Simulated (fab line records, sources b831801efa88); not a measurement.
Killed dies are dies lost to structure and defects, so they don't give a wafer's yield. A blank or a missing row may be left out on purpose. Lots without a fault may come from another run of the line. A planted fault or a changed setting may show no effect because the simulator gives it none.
Which tool did it? | flow gf180mcu | 14 lots, 42 wafers sampled, at 4 steps of a route of 602

WHAT THE GAUGES READ, wafer by wafer
GF_V1_CD_MEAS_14: target cd 260 nm. Usual: cd_nm 260.5 nm, standard deviation 1.4.
lot  | measured     | on        | cd_nm (nm)        | flag
L178 | day 18 18:19 | cd_sem-01 | 262.0 261.8 262.4 |
L179 | day 19 04:20 | cd_sem-02 | 261.1 262.4 262.1 |
L180 | day 19 11:19 | cd_sem-01 | 260.1 261.3 261.3 |
L181 | day 19 21:22 | cd_sem-01 | 260.2 259.7 258.7 |
L183 | day 20 20:36 | cd_sem-01 | 261.2 260.9 261.5 |
L184 | day 21 04:34 | cd_sem-02 | 262.1 262.3 262.1 |
L187 | day 22 14:20 | cd_sem-02 | 259.7 260.0 258.6 |
L192 | day 24 08:37 | cd_sem-02 | 258.7 257.8 259.9 |
L193 | day 24 10:19 | cd_sem-02 | - - -             | OFF
L194 | day 24 15:58 | cd_sem-01 | - - -             | OFF
L195 | day 24 21:34 | cd_sem-01 | 259.8 260.5 258.1 |
L197 | day 25 12:36 | cd_sem-01 | 258.2 257.5 257.5 |
L198 | day 25 18:29 | cd_sem-01 | 259.8 260.4 260.4 |
L199 | day 26 05:47 | cd_sem-02 | 258.6 260.2 260.9 |

WHICH TOOL RAN EACH LOT (tool, then ch and the chambers of the sampled wafers, then the start)
lot  | GF_M1_SPUTTER_04             | GF_V1_CMP_04                  | GF_V1_EXPOSE_11
L178 | pvd_sputter-03, day 16 18:28 | cmp-01 ch 0,2, day 17 18:46   | krf_scanner-01 ch 0, day 18 06:55
L179 | pvd_sputter-04, day 17 04:24 | cmp-02 ch 2,3, day 18 04:17   | krf_scanner-02 ch 0, day 18 16:32
L180 | pvd_sputter-04, day 17 10:59 | cmp-02 ch 0,2,3, day 18 11:44 | krf_scanner-02 ch 0, day 18 23:55
L181 | pvd_sputter-03, day 17 19:29 | cmp-02 ch 0,1, day 18 20:32   | krf_scanner-02 ch 0, day 19 09:07
L183 | pvd_sputter-04, day 18 18:07 | cmp-02 ch 1,3, day 19 19:49   | krf_scanner-02 ch 0, day 20 08:31
L184 | pvd_sputter-04, day 19 02:27 | cmp-02 ch 0,1,2, day 20 03:38 | krf_scanner-01 ch 0, day 20 16:20
L187 | pvd_sputter-02, day 20 14:05 | cmp-01 ch 0,1,3, day 21 14:52 | krf_scanner-02 ch 0, day 22 03:19
L192 | pvd_sputter-03, day 22 09:06 | cmp-01 ch 0,1,3, day 23 09:37 | krf_scanner-01 ch 0, day 23 21:25
L193 | pvd_sputter-03, day 22 11:56 | cmp-02 ch 0,3, day 23 12:09   | krf_scanner-01, day 23 23:29
L194 | pvd_sputter-03, day 22 17:24 | cmp-01 ch 0,1,3, day 23 17:46 | krf_scanner-01, day 24 05:19
L195 | pvd_sputter-03, day 22 23:32 | cmp-02 ch 0,1,3, day 23 23:13 | krf_scanner-01 ch 0, day 24 10:51
L197 | pvd_sputter-04, day 23 14:55 | cmp-02 ch 1,2,3, day 24 14:34 | krf_scanner-01 ch 0, day 25 01:29
L198 | pvd_sputter-03, day 23 21:43 | cmp-01 ch 0,3, day 24 20:46   | krf_scanner-02 ch 0, day 25 08:15
L199 | pvd_sputter-03, day 24 09:00 | cmp-01 ch 1,2,3, day 25 08:23 | krf_scanner-02 ch 0, day 25 19:34
- GF_M1_SPUTTER_04: material TiN, target thk 50 nm, time 41.7 s.
- GF_V1_CMP_04: polishes SiO2.
- GF_V1_EXPOSE_11: exposes mask Via1, target cd 260 nm.

WHAT THE TOOLS THEMSELVES READ (means of the sampled wafers that have a number; where no wafer has one, the mark that the record gives instead)
GF_M1_SPUTTER_04. Usual: throttle_valve_pct 30.0 %, standard deviation 1.2.
lot  | tool           | throttle_valve_pct (%) | flag
L178 | pvd_sputter-03 | 29.1                   |
L179 | pvd_sputter-04 | 29.6                   |
L180 | pvd_sputter-04 | 30.0                   |
L181 | pvd_sputter-03 | 29.2                   |
L183 | pvd_sputter-04 | 29.7                   |
L184 | pvd_sputter-04 | 29.9                   |
L187 | pvd_sputter-02 | 31.1                   |
L192 | pvd_sputter-03 | 30.6                   |
L193 | pvd_sputter-03 | 29.7                   |
L194 | pvd_sputter-03 | 30.8                   |
L195 | pvd_sputter-03 | 30.4                   |
L197 | pvd_sputter-04 | 30.0                   |
L198 | pvd_sputter-03 | 29.6                   |
L199 | pvd_sputter-03 | 30.3                   |

GF_V1_CMP_04. Usual: motor_current_A 12.5 A, standard deviation 1.4; platen_rpm 60.00 rpm, standard deviation 0.04; time_to_endpoint_s 76 s, standard deviation 5.8.
lot  | tool   | motor_current_A (A) | platen_rpm (rpm) | time_to_endpoint_s (s) | flag
L178 | cmp-01 | 11.7                | 60.03            | 74                     |
L179 | cmp-02 | 13.2                | 59.99            | 79                     |
L180 | cmp-02 | 13.1                | 60.02            | 74                     |
L181 | cmp-02 | 11.2                | 60.03            | 81                     |
L183 | cmp-02 | 11.1                | 59.99            | 83                     |
L184 | cmp-02 | 12.8                | 59.91            | 74                     |
L187 | cmp-01 | 12.2                | 60.02            | 73                     |
L192 | cmp-01 | 13.2                | 59.97            | 84                     |
L193 | cmp-02 | 13.2                | 59.99            | 83                     |
L194 | cmp-01 | 12.6                | 60.06            | 76                     |
L195 | cmp-02 | 11.9                | 60.02            | 75                     |
L197 | cmp-02 | 12.3                | 60.01            | 64                     |
L198 | cmp-01 | 12.1                | 60.04            | 83                     |
L199 | cmp-01 | 12.3                | 60.01            | 71                     |

GF_V1_EXPOSE_11. Usual: exposure_dose_mJ_cm2 37.97, standard deviation 0.043; focus_offset_nm 0.0 nm, standard deviation 0.52; reticle_temp_C 23.00 C, standard deviation 0.1; stage_vel_mm_s 500.04 mm/s, standard deviation 0.21.
lot  | tool           | exposure_dose_mJ_cm2 | focus_offset_nm (nm) | reticle_temp_C (C) | stage_vel_mm_s (mm/s) | flag
L178 | krf_scanner-01 | 37.96                | 0.1                  | 23.07              | 500.26                |
L179 | krf_scanner-02 | 37.95                | -0.2                 | 23.05              | 500.17                |
L180 | krf_scanner-02 | 38.03                | 0.4                  | 23.02              | 500.03                |
L181 | krf_scanner-02 | 37.94                | 0.2                  | 22.99              | 500.09                |
L183 | krf_scanner-02 | 38.00                | -0.6                 | 22.94              | 499.97                |
L184 | krf_scanner-01 | 37.98                | 0.4                  | 23.02              | 500.16                |
L187 | krf_scanner-02 | 37.99                | 0.0                  | 23.04              | 499.82                |
L192 | krf_scanner-01 | 37.94                | -0.5                 | 22.84              | 500.02                |
L193 | krf_scanner-01 | -                    | -                    | -                  | -                     | OFF
L194 | krf_scanner-01 | -                    | -                    | -                  | -                     | OFF
L195 | krf_scanner-01 | 37.93                | 0.2                  | 22.94              | 499.98                |
L197 | krf_scanner-01 | 37.92                | -0.5                 | 23.14              | 500.05                |
L198 | krf_scanner-02 | 37.95                | -0.1                 | 22.88              | 499.67                |
L199 | krf_scanner-02 | 38.00                | 0.4                  | 23.10              | 499.94                |

THE ANSWER, worked out from the rows above alone
Rule: a lot is off if the mean of its wafers that have a number lies more than 3 standard deviations from the usual mean. A lot without any number at a reading at which 4 lots or more have one is off too. The other lots that the step has rows for count as sound. The gauges are gone through in route order, then the tools' own readings, and for those a lot's mean is taken as printed above. The first step at which some lot is off is used, and at that step the reading that is off furthest; a lot without a number counts as furthest.
Off: L193, L194, at GF_V1_CD_MEAS_14 (cd_nm). Without a number there: L193, L194.
A tool fits if, at a process step before that reading, it ran every lot that is off, and no sound lot after the first of them. The gauges at GF_V1_CD_MEAS_14 aren't tried: what is off there is off at GF_V1_EXPOSE_11 too, on other tools, and a gauge's error can't cause that. None of those tried fits.

WHAT THE SIMULATOR HAD PUT IN
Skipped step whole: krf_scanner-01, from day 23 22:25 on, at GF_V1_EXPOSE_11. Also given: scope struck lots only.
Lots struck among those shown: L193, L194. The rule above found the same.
